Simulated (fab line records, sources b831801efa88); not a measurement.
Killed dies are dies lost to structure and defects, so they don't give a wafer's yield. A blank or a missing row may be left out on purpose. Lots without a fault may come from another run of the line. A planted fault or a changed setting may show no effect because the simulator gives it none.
A struck lot beside a sound one | flow gf180mcu | 30 steps out of a route of 602
Sound: wafers L611.1, L611.2, L611.4. Struck: wafers L617.2, L617.3. (L617.4 of the same lot was not struck and is left out.) The cause comes at the end.
At each step with rows: each side's tool, then ch and its chambers, then its first start. Under that, the readings that differ: sound wafers | struck wafers | difference of the means | sigmas: that difference in standard deviations of wafers without a fault.
alike: readings whose means differ by less than 2 such deviations, and words and numbers that are the same on both sides. not compared: withheld readings, readings that some wafer has no value for, bounds like >300 that may hide the same value, and numbers for which the record gives no deviation and whose values overlap.
The two part at a step that has a row with sigmas, a row that says differs or no value, or rows on one side only. Numbers that don't overlap but have no deviation are shown without sigmas and don't part them. A reading that every wafer of one side lacks parts them only if that side has two wafers or more.

first, 3 steps without rows for these wafers: GF_PSD_EXPOSE_04 (exposes mask Pplus, target cd 400 nm); GF_PSD_PEB_05; GF_PSD_DEVELOP_06 (develop time 60 s).
GF_PSD_CD_MEAS_07: target cd 400 nm.
  sound on cd_sem-02, day 15 12:17; struck on cd_sem-01, day 17 10:06
  alike: cd_nm
GF_PSD_OVL_MEAS_08:
  sound on overlay-02, day 15 12:25; struck on overlay-02, day 17 10:13
  alike: PSD_OVL
then, 1 step without rows for these wafers: GF_PSD_IMPLANT_09.
GF_PSD_STRIP_10: strips in O2/N2.
  sound on plasma_asher-02 ch 0,1, day 15 12:36; struck on plasma_asher-03 ch 0,1, day 17 10:23
  alike: chamber_pressure_mTorr, drypump_motor_current_A, heater_power_w, o2_flow_sccm, oes_product_au, strip_time_to_endpoint_s
  not compared: rf_hours_counter_h
GF_PSD_TW_MEAS_11:
  sound on film_metro-01, day 15 12:42; struck on film_metro-01, day 17 10:30
  alike: PSD_TW
then, 1 step without rows for these wafers: GF_PSD_CLEAN_12 (cleans in SC1/SC2, time 150 s).
GF_PSD_RTA_13: time 20 s.
  sound on rtp_anneal-02 ch 0, day 15 12:49; struck on rtp_anneal-01 ch 0, day 17 10:38
  reading            | sound          | struck    | difference | sigmas
  lamp_power_pct (%) | 36.4 36.5 36.4 | 38.5 38.5 | +2.1       | +2
  alike: anneal_temp_c_max, wafer_temp_C_max
GF_PSD_RS_MEAS_14: measures by four-point-probe.
  sound on film_metro-03, day 15 12:53; struck on film_metro-01, day 17 10:43
  alike: NSD_RS
GF_PSD_RS_MEAS_15: measures by four-point-probe.
  sound on film_metro-03, day 15 13:01; struck on film_metro-01, day 17 10:50
  alike: PSD_RS
GF_SAB_CVD_00: deposits SiO2 from TEOS, target thk 50 nm, time 4.9302 s.
  sound on pecvd-01 ch 1,2, day 15 13:08; struck on pecvd-02 ch 1,2, day 17 10:56
  reading                              | sound             | struck      | difference | sigmas
  heater_power_w (W)                   | 498 555 485       | 678 700     | +176       | +2
  model.SiO2_of_SAB_CVD_00.thk_nm (nm) | 50.24 50.73 50.71 | 67.12 67.81 | +16.91     |
GF_SAB_THK_MEAS_01:
  sound on film_metro-01, day 15 13:09; struck on film_metro-02, day 17 10:58
  reading             | sound          | struck    | difference | sigmas
  SAB_CVD_00_THK (nm) | 50.3 50.8 50.8 | 67.2 67.8 | +16.9      | +27
then, 7 steps without rows for these wafers: GF_SAB_DEHYDRATE_02 (time 60 s); GF_SAB_HMDS_03 (prime time 60 s); GF_SAB_COAT_04 (resist thk 1000 nm); GF_SAB_SOFTBAKE_05 (time 60 s); GF_SAB_EXPOSE_06 (exposes mask SAB, target cd 420 nm); GF_SAB_PEB_07; GF_SAB_DEVELOP_08 (develop time 60 s).
GF_SAB_CD_MEAS_09: target cd 420 nm.
  sound on cd_sem-01, day 16 10:53; struck on cd_sem-01, day 18 09:49
  alike: cd_nm
GF_SAB_OVL_MEAS_10:
  sound on overlay-01, day 16 11:00; struck on overlay-02, day 18 09:56
  alike: SAB_OVL
GF_SAB_ETCH_11: etches SiO2 in C4F8/O2/Ar, target depth 55 nm, time 8.5 s.
  sound on rie_diel-01 ch 0,1,3, day 16 11:02; struck on rie_diel-04 ch 2,3, day 18 09:58
  alike: chamber_pressure_mTorr, oes_product_au
  not compared: rf_hours_counter_h
then, 1 step without rows for these wafers: GF_SAB_WET_ETCH_12 (etches SiO2 in dHF, target depth 22 nm, time 440 s).
GF_SAB_STRIP_13: strips in O2/N2.
  sound on plasma_asher-02 ch 0,1, day 16 11:12; struck on plasma_asher-01 ch 1, day 18 10:07
  alike: chamber_pressure_mTorr, drypump_motor_current_A, heater_power_w, o2_flow_sccm, oes_product_au, strip_time_to_endpoint_s
  not compared: rf_hours_counter_h
then, 1 step without rows for these wafers: GF_SALICIDE_CLEAN_00 (cleans in SC1/SC2, time 150 s).
GF_SALICIDE_WET_ETCH_01: etches SiO2 in dHF, target depth 5 nm, time 100 s.
  sound on wet_bench-02 ch 0, day 16 11:21; struck on wet_bench-04 ch 2, day 18 10:16
  reading                              | sound             | struck      | difference | sigmas
  model.SiO2_of_SAB_CVD_00.thk_nm (nm) | 39.57 40.07 40.04 | 56.25 56.94 | +16.70     |
GF_SALICIDE_SPUTTER_02: material Co, target thk 10 nm, time 20 s.
  sound on pvd_sputter-04, day 16 11:23; struck on pvd_sputter-01, day 18 10:21
  alike: throttle_valve_pct
-- the record jumps here: 13 days lie between the struck wafers' starts before and after (it left off in module SALICIDE and takes up again in module PASSIVATION, whose first step shown is number 602 of the route) --
GF_PASSIVATION_PROBE_99:
  the record has rows for the struck wafers here (prober-01, day 31 16:40) and none for the sound ones

WHERE THEY PART
First at GF_PSD_RTA_13; last, within this record, at GF_PASSIVATION_PROBE_99.

WHY: what the simulator had put in
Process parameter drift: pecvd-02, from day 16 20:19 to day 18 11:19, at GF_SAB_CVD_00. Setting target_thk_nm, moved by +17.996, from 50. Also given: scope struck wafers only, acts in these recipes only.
